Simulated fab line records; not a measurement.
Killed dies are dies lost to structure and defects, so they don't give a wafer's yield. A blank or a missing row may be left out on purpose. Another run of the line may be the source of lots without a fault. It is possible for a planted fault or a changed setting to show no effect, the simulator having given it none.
A lot that was struck, set against a sound lot :: flow gf180mcu :: 14 steps out of a route of 602
Sound: wafers L766.1, L766.2, L766.4. Wafers L771.2, L771.4, L771.5 were the ones struck. Last of all comes the cause.
Each step with rows lists, per side, the tool, then ch with its chambers, then its first start. Under that, the readings that differ: sound wafers :: struck wafers :: difference of the means :: sigmas: that difference in standard deviations of wafers without a fault.
alike: readings whose means differ by less than 2 such deviations, and words and numbers that are the same on both sides. not compared: withheld readings, readings that some wafer has no value for, bounds like >300 that may hide the same value, and numbers for which the record gives no deviation and whose values overlap.
Wherever a step has rows on one side only, a row that says differs or no value, or a row with sigmas, the two part there. Non-overlapping numbers with no deviation appear without sigmas and do not part them. Lack of a reading on every wafer of one side parts them only where that side has two or more wafers.

first, 2 steps without rows for these wafers: GF_VT_IMPLANT_PEB_05; GF_VT_IMPLANT_DEVELOP_06 (develop time 60 s).
GF_VT_IMPLANT_OVL_MEAS_07:
  sound on overlay-01, day 5 21:18; struck on overlay-02, day 7 05:46
  alike: VT_IMPLANT_OVL
then, 1 step without rows for these wafers: GF_VT_IMPLANT_IMPLANT_08.
GF_VT_IMPLANT_STRIP_09: strips in O2/N2.
  sound on plasma_asher-03 ch 0,1, day 5 21:29; struck on plasma_asher-04 ch 1, day 7 05:56
  alike: drypump_motor_current_A, heater_power_w, oes_product_au, strip_time_to_endpoint_s
  not compared: rf_hours_counter_h
GF_VT_IMPLANT_TW_MEAS_10:
  sound on film_metro-04, day 5 21:35; struck on film_metro-01, day 7 06:03
  alike: VT_IMPLANT_TW
then, 6 steps without rows for these wafers: GF_VT_IMPLANT_DEHYDRATE_11 (time 60 s); GF_VT_IMPLANT_HMDS_12 (prime time 60 s); GF_VT_IMPLANT_COAT_13 (resist thk 1020 nm); GF_VT_IMPLANT_SOFTBAKE_14 (time 60 s); GF_VT_IMPLANT_EXPOSE_15 (exposes mask Nwell LV AREA, target cd 860 nm); GF_VT_IMPLANT_PEB_16.
GF_VT_IMPLANT_DEVELOP_17: develop time 60 s.
  sound on litho_track-01 ch 0, day 6 12:36; struck on litho_track-02, day 7 21:29
  no value came back on the struck wafers for chill_plate_temp_C (C), develop_time_s (s); on the sound wafers chill_plate_temp_C (C) reads 22.88 22.95 22.76
GF_VT_IMPLANT_OVL_MEAS_18:
  sound on overlay-01, day 6 12:45; struck on overlay-01, day 7 21:37
reading: VT_IMPLANT_01_OVL (nm)
sound: -0.3 0.3 -0.7
struck: - - -
difference: no value on the struck wafers
sigmas: 

WHERE THEY PART
Earliest at GF_VT_IMPLANT_DEVELOP_17; latest, in this record, at GF_VT_IMPLANT_OVL_MEAS_18.

WHY: the cause the simulator had injected
Skipped step whole: litho_track-02, from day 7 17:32 on, at GF_VT_IMPLANT_DEVELOP_17. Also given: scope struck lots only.
